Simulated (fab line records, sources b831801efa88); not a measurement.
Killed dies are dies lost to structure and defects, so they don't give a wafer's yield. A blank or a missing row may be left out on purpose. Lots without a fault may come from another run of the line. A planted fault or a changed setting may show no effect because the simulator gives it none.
Which tool did it? | flow sky130 | 7 lots, 21 wafers sampled, at 4 steps of a route of 708

WHAT THE GAUGES READ, wafer by wafer
SKY_CONTACT_THK_MEAS_03.
lot  | measured     | on            | CONTACT_HDPCVD_THK (nm)
L599 | day 30 11:23 | film_metro-03 | 576 564 568
L602 | day 31 07:14 | film_metro-02 | 552 552 562
L604 | day 33 16:26 | film_metro-04 | 568 564 575
L612 | day 34 14:43 | film_metro-04 | 320 571 325 319 571 325
L615 | day 37 09:40 | film_metro-04 | 549 567 562
L618 | day 37 11:31 | film_metro-04 | 555 559 571
L621 | day 37 16:26 | film_metro-04 | 558 549 558

WHICH TOOL RAN EACH LOT (tool, then ch and the chambers of the sampled wafers, then the start)
lot  | SKY_FIELD_ISO_ETCH_17           | SKY_FIELD_ISO_CMP_27         | SKY_CONTACT_HDPCVD_02
L599 | rie_si-01 ch 1,2,3, day 2 12:19 | cmp-02 ch 1,3, day 2 15:34   | hdpcvd-02 ch 1,2, day 30 11:19
L602 | rie_si-02 ch 0,1,3, day 3 02:28 | cmp-01 ch 2,3, day 3 06:47   | hdpcvd-02 ch 0,1,2, day 31 07:10
L604 | rie_si-02 ch 1,2,3, day 3 12:55 | cmp-01 ch 0,2,3, day 3 17:24 | hdpcvd-02 ch 0,1,2, day 33 16:22
L612 | rie_si-02 ch 0,3, day 5 04:19   | cmp-02 ch 0,1,3, day 5 09:48 | hdpcvd-02 ch 0,1, day 34 14:38
L615 | rie_si-01 ch 0,1,3, day 5 21:42 | cmp-01 ch 0,2,3, day 6 07:20 | hdpcvd-02 ch 0,2, day 37 09:36
L618 | rie_si-02 ch 0,1,3, day 6 15:10 | cmp-02 ch 0,2, day 6 20:02   | hdpcvd-02 ch 0,1,2, day 37 11:26
L621 | rie_si-02 ch 1,2,3, day 7 06:22 | cmp-01 ch 1,2,3, day 7 11:38 | hdpcvd-02 ch 0,1,2, day 37 16:22
- SKY_FIELD_ISO_ETCH_17: etches Si in HBr/Cl2/O2, target depth 342 nm, time 97.7 s.
- SKY_FIELD_ISO_CMP_27: polishes, stops on Si3N4, t overpolish 16 s, target thk 457.8 nm.
- SKY_CONTACT_HDPCVD_02: deposits SiO2, target thk 565 nm, time 94.2 s.

THE ANSWER, worked out from the rows above alone
Rule: what is usual is taken from the lots themselves. Put in order of their means at a reading, lots are off if they are a third of the lots or fewer, leave a main group of 4 or more, and stand apart from it by a gap of 3 or more times the standard deviation of the main group's means; of several such gaps the widest counts. A main group whose means are all the same, to the digits that the tables above print for the reading, isn't used. A lot without any number at a reading at which 4 lots or more have one is off too. The other lots that the step has rows for count as sound.
Off: L612, at SKY_CONTACT_THK_MEAS_03 (CONTACT_HDPCVD_THK). The main group: mean 562 nm, standard deviation 5.8.
A tool fits if, at a process step before that reading, it ran every lot that is off, and no sound lot after the first of them. The gauges at SKY_CONTACT_THK_MEAS_03 are tried like those tools. None of those tried fits.

WHAT THE SIMULATOR HAD PUT IN
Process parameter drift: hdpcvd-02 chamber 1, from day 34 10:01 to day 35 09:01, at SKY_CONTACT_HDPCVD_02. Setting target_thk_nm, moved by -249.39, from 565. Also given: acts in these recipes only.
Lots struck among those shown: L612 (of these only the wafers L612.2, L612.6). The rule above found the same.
